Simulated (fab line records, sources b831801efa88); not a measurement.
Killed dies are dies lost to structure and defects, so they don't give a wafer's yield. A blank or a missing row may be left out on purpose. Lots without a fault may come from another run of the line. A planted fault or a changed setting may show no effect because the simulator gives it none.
A struck lot beside a sound one | flow gf180mcu | 45 steps out of a route of 602
Sound: wafers L101.2, L101.3, L101.5. Struck: wafers L106.1, L106.3, L106.4. The cause comes at the end.
At each step with rows: each side's tool, then ch and its chambers, then its first start. Under that, the readings that differ: sound wafers | struck wafers | difference of the means | sigmas: that difference in standard deviations of wafers without a fault.
alike: readings whose means differ by less than 2 such deviations, and words and numbers that are the same on both sides. not compared: withheld readings, readings that some wafer has no value for, bounds like >300 that may hide the same value, and numbers for which the record gives no deviation and whose values overlap.
The two part at a step that has a row with sigmas, a row that says differs or no value, or rows on one side only. Numbers that don't overlap but have no deviation are shown without sigmas and don't part them. A reading that every wafer of one side lacks parts them only if that side has two wafers or more.

first, 5 steps without rows for these wafers: GF_MVSD_COAT_02 (resist thk 3000 nm); GF_MVSD_SOFTBAKE_03; GF_MVSD_EXPOSE_04 (exposes mask MVSD, target cd 1000 nm); GF_MVSD_PEB_05; GF_MVSD_DEVELOP_06 (develop time 60 s).
GF_MVSD_OVL_MEAS_07:
  sound on overlay-02, day 4 09:12; struck on overlay-02, day 5 14:23
  alike: MVSD_OVL
then, 2 steps without rows for these wafers: GF_MVSD_IMPLANT_08; GF_MVSD_IMPLANT_09.
GF_MVSD_STRIP_10: strips in O2/N2.
  sound on plasma_asher-04 ch 0,1, day 4 09:32; struck on plasma_asher-04 ch 0,1, day 5 14:43
  alike: chamber_pressure_mTorr, drypump_motor_current_A, heater_power_w, oes_product_au, strip_time_to_endpoint_s
  not compared: rf_hours_counter_h
GF_MVSD_TW_MEAS_11:
  sound on film_metro-04, day 4 09:38; struck on film_metro-01, day 5 14:49
  alike: MVSD_TW
then, 2 steps without rows for these wafers: GF_MVPSD_DEHYDRATE_00 (time 60 s); GF_MVPSD_HMDS_01 (prime time 60 s).
GF_MVPSD_COAT_02: resist thk 3000 nm.
  sound on litho_track-03 ch 0, day 4 16:06; struck on litho_track-03, day 5 22:02
  no value came back on the struck wafers for chill_plate_temp_C (C), dispense_pressure_kPa (kPa), resist_line_temp_C (C); on the sound wafers chill_plate_temp_C (C) reads 22.88 22.80 22.89
then, 4 steps without rows for these wafers: GF_MVPSD_SOFTBAKE_03; GF_MVPSD_EXPOSE_04 (exposes mask MVPSD, target cd 1000 nm); GF_MVPSD_PEB_05; GF_MVPSD_DEVELOP_06 (develop time 60 s).
GF_MVPSD_OVL_MEAS_07:
  sound on overlay-01, day 4 23:42; struck on overlay-01, day 6 05:41
  reading        | sound          | struck | difference                    | sigmas
  MVPSD_OVL (nm) | -1.2 -1.3 -1.8 | - - -  | no value on the struck wafers |
then, 2 steps without rows for these wafers: GF_MVPSD_IMPLANT_08; GF_MVPSD_IMPLANT_09.
GF_MVPSD_STRIP_10: strips in O2/N2.
  sound on plasma_asher-04 ch 0,1, day 5 00:02; struck on plasma_asher-02 ch 0,1, day 6 06:01
  no value came back on the struck wafers for oes_product_au (a.u.), strip_time_to_endpoint_s (s); on the sound wafers oes_product_au (a.u.) reads 0.719 0.723 0.717
  reading                        | sound                | struck               | difference | sigmas
  chamber_pressure_mTorr (mTorr) | 1499.3 1498.7 1496.9 | 1502.0 1501.1 1500.2 | +2.8       | +2
  alike: drypump_motor_current_A, heater_power_w
  not compared: rf_hours_counter_h
GF_MVPSD_TW_MEAS_11:
  sound on film_metro-01, day 5 00:08; struck on film_metro-03, day 6 06:07
  alike: MVPSD_TW
then, 7 steps without rows for these wafers: GF_VT_IMPLANT_DEHYDRATE_00 (time 60 s); GF_VT_IMPLANT_HMDS_01 (prime time 60 s); GF_VT_IMPLANT_COAT_02 (resist thk 1000 nm); GF_VT_IMPLANT_SOFTBAKE_03 (time 60 s); GF_VT_IMPLANT_EXPOSE_04 (exposes mask LVPWELL LV AREA, target cd 600 nm); GF_VT_IMPLANT_PEB_05; GF_VT_IMPLANT_DEVELOP_06 (develop time 60 s).
GF_VT_IMPLANT_OVL_MEAS_07:
  sound on overlay-01, day 5 13:05; struck on overlay-02, day 6 20:53
  alike: VT_IMPLANT_OVL
then, 1 step without rows for these wafers: GF_VT_IMPLANT_IMPLANT_08.
GF_VT_IMPLANT_STRIP_09: strips in O2/N2.
  sound on plasma_asher-02 ch 0,1, day 5 13:16; struck on plasma_asher-02 ch 0,1, day 6 21:04
  reading                      | sound                | struck               | difference | sigmas
  strip_time_to_endpoint_s (s) | 12.632 12.659 12.689 | 12.594 12.597 12.597 | -0.064     | -2
  alike: chamber_pressure_mTorr, drypump_motor_current_A, heater_power_w, oes_product_au
  not compared: rf_hours_counter_h
GF_VT_IMPLANT_TW_MEAS_10:
  sound on film_metro-02, day 5 13:22; struck on film_metro-02, day 6 21:10
  reading       | sound       | struck      | difference | sigmas
  VT_IMPLANT_TW | 565 564 564 | 697 694 694 | +131       | +30
then, 7 steps without rows for these wafers: GF_VT_IMPLANT_DEHYDRATE_11 (time 60 s); GF_VT_IMPLANT_HMDS_12 (prime time 60 s); GF_VT_IMPLANT_COAT_13 (resist thk 1000 nm); GF_VT_IMPLANT_SOFTBAKE_14 (time 60 s); GF_VT_IMPLANT_EXPOSE_15 (exposes mask Nwell LV AREA, target cd 860 nm); GF_VT_IMPLANT_PEB_16; GF_VT_IMPLANT_DEVELOP_17 (develop time 60 s).
GF_VT_IMPLANT_OVL_MEAS_18:
  sound on overlay-02, day 6 04:05; struck on overlay-01, day 7 12:50
  alike: VT_IMPLANT_01_OVL
then, 1 step without rows for these wafers: GF_VT_IMPLANT_IMPLANT_19.
GF_VT_IMPLANT_TW_MEAS_21:
  sound on film_metro-01, day 6 04:22; struck on film_metro-02, day 7 13:07
  alike: VT_IMPLANT_2_TW
GF_VT_IMPLANT_TW_MEAS_32:
  sound on film_metro-01, day 6 19:38; struck on film_metro-04, day 8 04:58
  reading         | sound             | struck            | difference | sigmas
  VT_IMPLANT_3_TW | 270.5 268.2 269.7 | 563.3 561.0 563.8 | +293.2     | +99 or more
GF_VT_IMPLANT_TW_MEAS_43:
  sound on film_metro-01, day 7 11:40; struck on film_metro-04, day 8 21:40
  reading         | sound       | struck      | difference | sigmas
  VT_IMPLANT_4_TW | 690 688 688 | 767 773 775 | +83        | +16

WHERE THEY PART
First at GF_MVPSD_COAT_02; last, within this record, at GF_VT_IMPLANT_TW_MEAS_43.

WHY: what the simulator had put in
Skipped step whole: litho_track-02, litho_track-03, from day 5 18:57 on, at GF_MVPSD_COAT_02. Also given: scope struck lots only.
